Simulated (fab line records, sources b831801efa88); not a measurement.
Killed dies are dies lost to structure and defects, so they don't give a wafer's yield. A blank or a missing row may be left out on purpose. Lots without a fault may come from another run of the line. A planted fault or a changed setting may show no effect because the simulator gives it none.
Problem report in the 8D (eight disciplines) form, filled by code | flow sky130 | the parts of the form that need people (team, actions taken, sign-off) are left out

1. THE PROBLEM
beam_energy_keV at SKY_NWELL_IMPLANT_12 reads a mean of 94.81 on 6 wafers of 2 lots; wafers without a fault read 120.00 with a standard deviation of 0.041. That is -99 or more standard deviations from the usual mean.
First seen on wafer L208.1, day 6 00:20, on implanter-03. The record holds 39 wafers of 13 lots with a number at this step. Rule for "out", or "out of limits": more than 4 standard deviations from the usual mean. The other wafers with a number count as sound.

2. WHAT IT IS AND WHAT IT IS NOT
question                    | is                     | is not
which readings at this step | beam_energy_keV        | end_station_pressure_torr
which lots                  | L208, L210             | L203, L206, L211, L215, L216, L218, L219, L220, L221, L223, L224
which wafers of those lots  | all that have a number | -
read on which tools         | implanter-03           | implanter-01, implanter-02
when                        | from day 6 00:20       | up to then (6 sound wafers); but 27 sound wafers of L211, L215, L216, L218, L219, L220, L221, L223, L224 came after

3. SUSPECTS, AND WHAT RULES EACH OUT
Counting: a tool at a process step up to the reading stays a suspect if it ran every lot that is out and no sound lot after the first of them.
- implanter-03 at SKY_NWELL_IMPLANT_12: ruled out as a lasting fault. Sound lots L220, L219, L223 ran on it after its first lot that is out, L208 (day 6 00:20).
Left after counting: nothing in the record.

4. THE CAUSE (what the simulator had put in)
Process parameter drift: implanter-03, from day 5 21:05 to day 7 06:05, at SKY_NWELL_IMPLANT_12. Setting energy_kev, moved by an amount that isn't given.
Counting ruled it out, wrongly.

5. THE CHAIN OF EFFECTS, in route order
Each row: a reading whose mean over the struck wafers that have a number lies more than 3 standard deviations from the usual. Only readings for which the record gives a usual standard deviation are gone through. hours: the time from each lot's start at the first step in this table that gives one to its start at this step, as a median over the lots. sigmas: the change in usual standard deviations.
hours | step                 | reading         | usual  | on struck wafers | change | sigmas
0     | SKY_NWELL_IMPLANT_12 | beam_energy_keV | 120.00 | 94.81            | -25.19 | -99 or more
The process steps in it:
- SKY_NWELL_IMPLANT_12
Later measuring or inspecting steps at which every struck wafer that the step has a row for has a number for every such reading, and none has moved that far: SKY_NWELL_RS_MEAS_31.

6. WHAT WOULD HAVE CAUGHT IT SOONER
In this record the first reading out of limits was taken at day 6 00:20, 3 hours after the fault began at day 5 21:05.
